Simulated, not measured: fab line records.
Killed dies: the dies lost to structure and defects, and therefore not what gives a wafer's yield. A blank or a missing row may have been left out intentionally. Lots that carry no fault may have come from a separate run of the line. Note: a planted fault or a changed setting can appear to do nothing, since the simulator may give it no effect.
Which tool was responsible? | flow sky130 | 12 lots with 36 wafers sampled at 4 steps, on a route of 708 steps

## WHAT THE GAUGES SHOWED, per wafer
The record holds no reading of a measuring or inspecting step that can be judged against a usual standard deviation.

## TOOL THAT RAN EACH LOT (tool first, then ch and the chambers of the sampled wafers, then the start)
lot  | SKY_METAL3_ETCH_17                 | SKY_VIA3_SPUTTER_20          | SKY_VIA4_CMP_02               | SKY_PAD_OPEN_DEHYDRATE_00
L586 | rie-diel-03 ch 0,1,3, day 38 12:21 | pvd-sputter-03, day 39 16:07 | cmp-02 ch 1,3, day 41 18:07   | litho-track-02 ch 0, day 45 03:46
L588 | rie-diel-02 ch 0,1,3, day 38 23:18 | pvd-sputter-01, day 40 02:03 | cmp-01 ch 1,3, day 42 03:51   | litho-track-01 ch 0, day 45 11:05
L587 | rie-diel-02 ch 0,3, day 39 01:38   | pvd-sputter-03, day 40 05:13 | cmp-02 ch 0,2,3, day 42 07:49 | litho-track-01 ch 0, day 45 14:47
L589 | rie-diel-03 ch 0,1, day 39 09:20   | pvd-sputter-01, day 40 12:28 | cmp-02 ch 0,1,3, day 42 14:10 | litho-track-04 ch 0, day 45 21:36
L590 | rie-diel-02 ch 0,1,2, day 39 20:11 | pvd-sputter-01, day 40 22:41 | cmp-01 ch 0,2, day 43 00:28   | litho-track-02 ch 0, day 46 07:46
L593 | rie-diel-02 ch 1,2, day 41 07:42   | pvd-sputter-02, day 42 09:17 | cmp-02 ch 1,3, day 44 09:10   | litho-track-02 ch 0, day 47 12:21
L594 | rie-diel-04 ch 2,3, day 41 09:00   | pvd-sputter-02, day 42 11:02 | cmp-02 ch 0,2, day 44 10:46   | litho-track-01 ch 0, day 47 12:58
L595 | rie-diel-03 ch 0,2,3, day 41 14:57 | pvd-sputter-03, day 42 16:41 | cmp-02 ch 0,1,2, day 44 17:18 | litho-track-01 ch 0, day 47 19:50
L596 | rie-diel-04 ch 0,1,2, day 42 06:37 | pvd-sputter-01, day 43 08:07 | cmp-01 ch 0,3, day 45 06:31   | litho-track-04 ch 0, day 48 06:51
L600 | rie-diel-04 ch 2,3, day 43 02:09   | pvd-sputter-02, day 44 02:34 | cmp-02 ch 1,2,3, day 46 00:28 | litho-track-01 ch 0, day 48 22:13
L603 | rie-diel-04 ch 0,2, day 43 20:31   | pvd-sputter-01, day 44 20:24 | cmp-02 ch 0,2,3, day 46 17:09 | litho-track-01 ch 0, day 49 13:49
L607 | rie-diel-03 ch 1,3, day 44 16:28   | pvd-sputter-03, day 45 16:24 | cmp-02 ch 1,2, day 47 11:22   | litho-track-04 ch 0, day 50 05:38
- SKY_METAL3_ETCH_17: etches SiO2 in C4F8/O2/Ar, stops on TiN, time 3.9 s, target depth 15 nm.
- SKY_VIA3_SPUTTER_20: material TiN, target thk 20 nm, time 80 s.
- SKY_VIA4_CMP_02: polishes SiO2.
- SKY_PAD_OPEN_DEHYDRATE_00: time 60 s.

## WHAT THE TOOLS THEMSELVES READ (means of the sampled wafers that have a number; where no wafer has one, the mark that the record gives instead)
SKY_METAL3_ETCH_17.
lot  | tool        | oes-product-au (a.u.)
L586 | rie-diel-03 | 0.755
L588 | rie-diel-02 | 0.754
L587 | rie-diel-02 | 0.749
L589 | rie-diel-03 | 0.752
L590 | rie-diel-02 | 0.755
L593 | rie-diel-02 | 0.759
L594 | rie-diel-04 | 0.757
L595 | rie-diel-03 | 0.754
L596 | rie-diel-04 | 0.762
L600 | rie-diel-04 | 0.757
L603 | rie-diel-04 | 0.741
L607 | rie-diel-03 | 0.758

SKY_VIA3_SPUTTER_20.
lot  | tool           | cathode-dc-power-W (W) | throttle-valve-pct (%)
L586 | pvd-sputter-03 | 4000.2                 | 30.5
L588 | pvd-sputter-01 | 3999.5                 | 29.9
L587 | pvd-sputter-03 | 4000.1                 | 29.9
L589 | pvd-sputter-01 | 3999.2                 | 29.9
L590 | pvd-sputter-01 | 3999.8                 | 29.7
L593 | pvd-sputter-02 | 4000.1                 | 29.0
L594 | pvd-sputter-02 | 4000.2                 | 29.5
L595 | pvd-sputter-03 | 3999.7                 | 29.1
L596 | pvd-sputter-01 | 3999.8                 | 29.8
L600 | pvd-sputter-02 | 3999.6                 | 29.1
L603 | pvd-sputter-01 | 4000.1                 | 29.8
L607 | pvd-sputter-03 | 4000.2                 | 29.6

SKY_VIA4_CMP_02.
lot  | tool   | motor-current-A (A)
L586 | cmp-02 | 12.1
L588 | cmp-01 | 11.0
L587 | cmp-02 | 12.6
L589 | cmp-02 | 11.8
L590 | cmp-01 | 11.7
L593 | cmp-02 | 12.5
L594 | cmp-02 | 12.8
L595 | cmp-02 | 12.1
L596 | cmp-01 | 11.0
L600 | cmp-02 | 12.5
L603 | cmp-02 | 12.7
L607 | cmp-02 | 12.1

SKY_PAD_OPEN_DEHYDRATE_00.
lot  | tool           | heater-power-total-W (W) | run-length-s (s)
L586 | litho-track-02 | 160.41                   | 89.06
L588 | litho-track-01 | 160.22                   | 89.20
L587 | litho-track-01 | 160.49                   | 89.25
L589 | litho-track-04 | 160.45                   | 89.07
L590 | litho-track-02 | 160.28                   | 88.99
L593 | litho-track-02 | 160.39                   | 89.03
L594 | litho-track-01 | 160.41                   | 89.30
L595 | litho-track-01 | 160.46                   | 89.31
L596 | litho-track-04 | 160.43                   | 89.15
L600 | litho-track-01 | 160.34                   | 94.86
L603 | litho-track-01 | 160.44                   | 94.91
L607 | litho-track-04 | 160.43                   | 89.19

## THE ANSWER, worked out from the rows above alone
Rule: usual is defined by the lots themselves. Put in order of their means at a reading, lots are off if they are a third of the lots or fewer, leave a main group of 4 or more, and stand apart from it by a gap of 3 or more times the standard deviation of the main group's means; of several such gaps the widest counts. The tables above print the reading to a certain number of digits; a main group whose means all agree to those digits is not used. A lot without any number at a reading at which 4 lots or more have one is off too. The other lots that the step has rows for count as sound. The gauges are gone through in route order, then the tools' own readings, and for those a lot's mean is taken as printed above. At the first step where some lot is off, the reading lying furthest off is the one used; lots without a number count as furthest.
Off: L600, L603, at SKY_PAD_OPEN_DEHYDRATE_00 (run-length-s). Mean 89.16 s and standard deviation 0.11 in the main group.
A tool fits if, at that step or a process step before it, it ran every lot that is off, and no sound lot after the first of them. This does not decide it: 2 tools fit, namely rie-diel-04 at SKY_METAL3_ETCH_17 and litho-track-01 at SKY_PAD_OPEN_DEHYDRATE_00.

## WHAT THE SIMULATOR HAD INSERTED
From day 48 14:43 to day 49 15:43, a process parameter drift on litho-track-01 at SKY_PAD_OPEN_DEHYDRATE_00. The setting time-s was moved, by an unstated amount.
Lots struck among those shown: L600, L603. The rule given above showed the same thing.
